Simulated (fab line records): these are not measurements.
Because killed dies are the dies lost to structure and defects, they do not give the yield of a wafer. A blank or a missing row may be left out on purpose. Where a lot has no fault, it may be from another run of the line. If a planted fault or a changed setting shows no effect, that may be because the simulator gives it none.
Problem report in the 8D (eight disciplines) form, filled by code | flow gf180mcu | the parts of the form that need people (team, actions taken, sign-off) are left out

== 1. THE PROBLEM ==
cdNm at GF_M1_CD_MEAS_14 reads a mean of 198.7 nm on 6 wafers of 2 lots; wafers without a fault read 230.1 nm with a standard deviation of 1.1. Measured from the usual mean, that is -29 standard deviations.
The step: target cd 230 nm.
Seen first at day 24 07:40 on cdSem-02, wafer L691.2. Wafers with a number at this step in the record: 39, from 13 lots. The rule behind "out" and "out of limits": a value lying over 4 standard deviations away from the usual mean. The rest of the wafers with a number are treated as sound.

== 2. WHAT THIS IS AND IS NOT ==
question                    | is                     | is not
which readings at this step | cdNm                   | -
which lots                  | L691, L693             | L674, L676, L678, L680, L681, L683, L684, L688, L695, L696, L697
which wafers of those lots  | all that have a number | -
read on which gauges        | cdSem-02               | cdSem-01
when                        | from day 24 07:40      | up to then (24 sound wafers); but 9 sound wafers of L695, L696, L697 came after

== 3. SUSPECTS, AND WHAT RULES EACH OUT ==
Counting: any tool at a process step up to the reading is kept as a suspect provided that every lot that is out went through it and no sound lot did after the first of them.
- the gauge at GF_M1_CD_MEAS_14: kept. All the wafers that are out were read on cdSem-02, and no step on other tools shows them out.
- krfScanner-02 at GF_M1_EXPOSE_11 (exposes mask Metal1, target cd 230 nm): kept. It processed each lot that is out, first L691 at day 23 19:16, and no sound lot thereafter; up to then, the last sound lot it processed was L688 at day 21 21:02.
What counting leaves: krfScanner-02 at GF_M1_EXPOSE_11 and cdSem-02 at GF_M1_CD_MEAS_14.

== 4. THE CAUSE (what the simulator had put in) ==
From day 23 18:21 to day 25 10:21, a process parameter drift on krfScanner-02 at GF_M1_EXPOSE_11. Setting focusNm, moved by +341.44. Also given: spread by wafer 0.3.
2 suspects survive the count, and this tool is in that group.

== 5. SEQUENCE OF EFFECTS, ordered by route ==
Rows list readings where the struck wafers' mean (over those with a number) sits beyond 3 standard deviations from the usual. Scope: only readings with a usual standard deviation given in the record; hours: median across lots of the time from each lot's start at the first step in this table that gives one to its start at this step; sigmas: change in usual standard deviations.
hours | step                    | reading             | usual    | on struck wafers | change | sigmas
0     | GF_M1_CD_MEAS_14        | cdNm                | 230.1 nm | 198.7            | -31.4  | -29
242   | GF_PASSIVATION_PROBE_99 | defectLimitedYield  | 90.4 %   | 68.3             | -22.1  | -14
242   | GF_PASSIVATION_PROBE_99 | killed_at_M0_to_M3  | 20       | 130              | +110   | +23
242   | GF_PASSIVATION_PROBE_99 | killedDies          | 47       | 156              | +109   | +14
242   | GF_PASSIVATION_PROBE_99 | killedOnRim         | 9        | 40               | +31    | +10
242   | GF_PASSIVATION_PROBE_99 | sort_bin_5_function | 5.6 %    | 28.0             | +22.4  | +20
242   | GF_PASSIVATION_PROBE_99 | sortNPass           | 445      | 336              | -109   | -14
242   | GF_PASSIVATION_PROBE_99 | sortYieldPct        | 90.4 %   | 68.3             | -22.1  | -14
Its process steps:
- GF_PASSIVATION_PROBE_99
Later steps that measure or inspect, where all struck wafers having a row at the step show a number for every such reading and not one has moved that far: GF_M2_THK_MEAS_06, GF_M4_OVL_MEAS_15.

== 6. WHAT WOULD HAVE CAUGHT IT SOONER ==
In this record the first reading out of limits at a measuring or inspecting step was taken at day 24 07:40, 13 hours after the fault began at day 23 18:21.
By day 24 07:40, every lot that is out (2) had started GF_M1_EXPOSE_11 on krfScanner-02. A hold on the tool at that time would have spared none of them.
